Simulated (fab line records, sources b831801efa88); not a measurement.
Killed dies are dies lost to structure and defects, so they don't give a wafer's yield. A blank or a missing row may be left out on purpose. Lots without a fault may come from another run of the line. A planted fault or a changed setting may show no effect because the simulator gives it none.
A struck lot beside a sound one | flow gf180mcu | 43 steps out of a route of 602
Sound: wafers L617.1, L617.2, L617.5. Struck: wafer L620.4. The cause comes at the end.
At each step with rows: each side's tool, then ch and its chambers, then its first start. Under that, the readings that differ: sound wafers | struck wafers | difference of the means | sigmas: that difference in standard deviations of wafers without a fault.
alike: readings whose means differ by less than 2 such deviations, and words and numbers that are the same on both sides. not compared: withheld readings, readings that some wafer has no value for, bounds like >300 that may hide the same value, and numbers for which the record gives no deviation and whose values overlap.
The two part at a step that has a row with sigmas, a row that says differs or no value, or rows on one side only. Numbers that don't overlap but have no deviation are shown without sigmas and don't part them. A reading that every wafer of one side lacks parts them only if that side has two wafers or more.

GF_V3_CD_MEAS_14: target cd 260 nm.
  sound on cd_sem-02, day 25 08:10; struck on cd_sem-01, day 26 04:13
  alike: cd_nm
GF_V3_OVL_MEAS_15:
  sound on overlay-01, day 25 08:17; struck on overlay-01, day 26 04:18
  reading     | sound | struck | difference | sigmas
  V3_OVL (nm) | 3 1 6 | -7     | -10        | -2
GF_V3_ETCH_16: etches BARC in N2/H2.
  sound on rie_diel-02 ch 0,3, day 25 08:19; struck on rie_diel-01 ch 2, day 26 04:19
  alike: drypump_motor_current_A, oes_product_au, throttle_valve_pct
GF_V3_ETCH_17: etches SiO2 in C4F8/O2/Ar, stops on TiN, target depth 635 nm.
  sound on rie_diel-02 ch 0,3; struck on rie_diel-01 ch 2
  alike: oes_product_au
then, 6 steps without rows for these wafers: GF_V3_STRIP_18 (strips in O2/N2); GF_V3_STRIP_19 (strips in post etch residue remover, time 1200 s); GF_V3_CLEAN_20 (cleans in DIW); GF_V3_SPUTTER_21 (material Ti, target thk 15 nm, time 80.02 s); GF_V3_SPUTTER_22 (material TiN, target thk 10 nm, time 40 s); GF_V3_CVD_23 (deposits W, target thk 350 nm, time 104.9 s).
GF_V3_RS_MEAS_24: measures by four-point-probe.
  sound on film_metro-02, day 25 09:11; struck on film_metro-01, day 26 05:16
  alike: V3_W_RS
GF_V3_THK_MEAS_25: measures by xrf.
  sound on film_metro-02, day 25 09:19; struck on film_metro-01, day 26 05:21
  alike: V3_W_THK
GF_V3_CMP_26: polishes, stops on SiO2, t overpolish 15 s, target thk 0 nm.
  sound on cmp-02 ch 0,1, day 25 09:22; struck on cmp-02 ch 1, day 26 05:32
  alike: motor_current_A, overpolish_run_s, time_to_endpoint_s
GF_M4_SPUTTER_00: material Ti, target thk 37.5 nm, time 150 s.
  sound on pvd_sputter-03, day 25 09:40; struck on pvd_sputter-03, day 26 05:41
  alike: throttle_valve_pct
then, 2 steps without rows for these wafers: GF_M4_SPUTTER_01 (material TiN, target thk 30 nm, time 25 s); GF_M4_SPUTTER_02 (material AlCu, target thk 450 nm, time 23.9 s).
GF_M4_SPUTTER_03: material Ti, target thk 10 nm, time 6.7 s.
  sound on pvd_sputter-03, day 25 09:50; struck on pvd_sputter-03, day 26 05:50
  alike: throttle_valve_pct
then, 1 step without rows for these wafers: GF_M4_SPUTTER_04 (material TiN, target thk 50 nm, time 41.7 s).
GF_M4_RS_MEAS_05: measures by four-point-probe.
  sound on film_metro-02, day 25 09:53; struck on film_metro-02, day 26 05:58
  alike: M4_ALCU_RS
GF_M4_THK_MEAS_06: measures by xrf.
  sound on film_metro-02, day 25 10:01; struck on film_metro-02, day 26 06:03
  alike: M4_ALCU_THK
then, 7 steps without rows for these wafers: GF_M4_DEHYDRATE_07 (time 60 s); GF_M4_HMDS_08 (prime time 60 s); GF_M4_COAT_09 (resist thk 1000 nm); GF_M4_SOFTBAKE_10 (time 60 s); GF_M4_EXPOSE_11 (exposes mask Metal4, target cd 280 nm); GF_M4_PEB_12 (peb time 90 s); GF_M4_DEVELOP_13 (develop time 60 s).
GF_M4_CD_MEAS_14: target cd 280 nm.
  sound on cd_sem-02, day 26 07:16; struck on cd_sem-01, day 27 02:46
  reading    | sound             | struck | difference | sigmas
  cd_nm (nm) | 279.2 280.1 280.1 | 281.5  | +1.7       | +2
GF_M4_OVL_MEAS_15:
  sound on overlay-02, day 26 07:23; struck on overlay-02, day 27 02:51
  alike: M4_OVL
then, 5 steps without rows for these wafers: GF_M4_METAL_ETCH_16 (etches the open film in Cl2/BCl3, stops on SiO2, target depth 750.8 nm, time 125.1 s); GF_M4_STRIP_17 (strips in O2/N2); GF_M4_STRIP_18 (strips in post etch residue remover, time 1200 s); GF_M4_CLEAN_19 (cleans in DIW); GF_V4_CVD_00 (deposits SiO2, target thk 600 nm, time 100 s).
GF_V4_THK_MEAS_01:
  sound on film_metro-02, day 26 08:17; struck on film_metro-02, day 27 03:51
  alike: V4_CVD_00_THK
GF_V4_CVD_02: deposits SiO2 from TEOS, target thk 850 nm, time 94.851 s.
  sound on pecvd-01 ch 0,1,2, day 26 08:20; struck on pecvd-01 ch 2, day 27 03:55
  alike: heater_power_w
GF_V4_THK_MEAS_03:
  sound on film_metro-02, day 26 08:25; struck on film_metro-04, day 27 03:59
  alike: V4_CVD_02_THK
then, 1 step without rows for these wafers: GF_V4_CMP_04 (polishes SiO2).
GF_V4_BOW_MEAS_05:
  sound on film_metro-04, day 26 08:46; struck on film_metro-02, day 27 04:22
  alike: V4_BOW
then, 3 steps without rows for these wafers: GF_V4_DEHYDRATE_06 (time 60 s); GF_V4_HMDS_07 (prime time 60 s); GF_V4_COAT_08.
-- the record jumps here: 5 days lie between the struck wafers' starts before and after (it left off in module V4 and takes up again in module PASSIVATION, whose first step shown is number 602 of the route) --
GF_PASSIVATION_PROBE_99:
  the record has rows for the struck wafers here (prober-01, day 32 03:52) and none for the sound ones

WHERE THEY PART
First at GF_V3_OVL_MEAS_15; last, within this record, at GF_PASSIVATION_PROBE_99.

WHY: what the simulator had put in
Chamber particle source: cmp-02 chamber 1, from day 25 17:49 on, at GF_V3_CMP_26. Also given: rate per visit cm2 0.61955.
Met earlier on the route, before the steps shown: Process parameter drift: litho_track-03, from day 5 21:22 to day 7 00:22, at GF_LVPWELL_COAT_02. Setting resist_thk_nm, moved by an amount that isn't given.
